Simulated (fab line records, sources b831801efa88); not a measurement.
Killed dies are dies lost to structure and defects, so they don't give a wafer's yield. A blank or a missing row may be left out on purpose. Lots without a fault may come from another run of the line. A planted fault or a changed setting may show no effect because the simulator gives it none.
Problem report in the 8D (eight disciplines) form, filled by code | flow sky130 | the parts of the form that need people (team, actions taken, sign-off) are left out

1. THE PROBLEM
cd_nm at SKY_SD_P_CD_MEAS_07 reads a mean of 368.1 nm on 6 wafers of 2 lots; wafers without a fault read 379.8 nm with a standard deviation of 2.3. That is -5.1 standard deviations from the usual mean.
The step: target cd 380 nm.
First seen on wafer L736.2, day 29 07:32, on cd_sem-02. The record holds 39 wafers of 13 lots with a number at this step. Rule for "out", or "out of limits": more than 4 standard deviations from the usual mean. The other wafers with a number count as sound.

2. WHAT IT IS AND WHAT IT IS NOT
question                    | is                     | is not
which readings at this step | cd_nm                  | -
which lots                  | L736, L737             | L726, L728, L729, L730, L732, L742, L743, L746, L747, L748, L749
which wafers of those lots  | all that have a number | -
read on which gauges        | cd_sem-02              | cd_sem-01
when                        | from day 29 07:32      | up to then (15 sound wafers); but 18 sound wafers of L742, L743, L746, L747, L748, L749 came after

3. SUSPECTS, AND WHAT RULES EACH OUT
Counting: a tool at a process step up to the reading stays a suspect if it ran every lot that is out and no sound lot after the first of them.
- the gauge at SKY_SD_P_CD_MEAS_07: kept. All the wafers that are out were read on cd_sem-02, and no step on other tools shows them out.
- litho_track-04 at SKY_SD_P_DEVELOP_06 (develop time 60 s): ruled out as a lasting fault. Sound lots L749 ran on it after its first lot that is out, L736 (day 29 07:23).
Left after counting: cd_sem-02 at SKY_SD_P_CD_MEAS_07.

4. THE CAUSE (what the simulator had put in)
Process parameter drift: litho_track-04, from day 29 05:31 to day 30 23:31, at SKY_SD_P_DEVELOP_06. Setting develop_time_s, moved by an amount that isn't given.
Counting ruled it out, wrongly: the rule takes a fault to strike every lot that its tool runs from its start on, and this one did not.

5. THE CHAIN OF EFFECTS, in route order
Each row: a reading whose mean over the struck wafers that have a number lies more than 3 standard deviations from the usual. Only readings for which the record gives a usual standard deviation are gone through. hours: the time from each lot's start at the first step in this table that gives one to its start at this step, as a median over the lots. sigmas: the change in usual standard deviations.
hours | step                | reading | usual    | on struck wafers | change | sigmas
0     | SKY_SD_P_CD_MEAS_07 | cd_nm   | 379.8 nm | 368.1            | -11.7  | -5.1
Later measuring or inspecting steps at which every struck wafer that the step has a row for has a number for every such reading, and none has moved that far: SKY_SD_N_OVL_MEAS_08.

6. WHAT WOULD HAVE CAUGHT IT SOONER
In this record the first reading out of limits at a measuring or inspecting step was taken at day 29 07:32, 2 hours after the fault began at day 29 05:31.
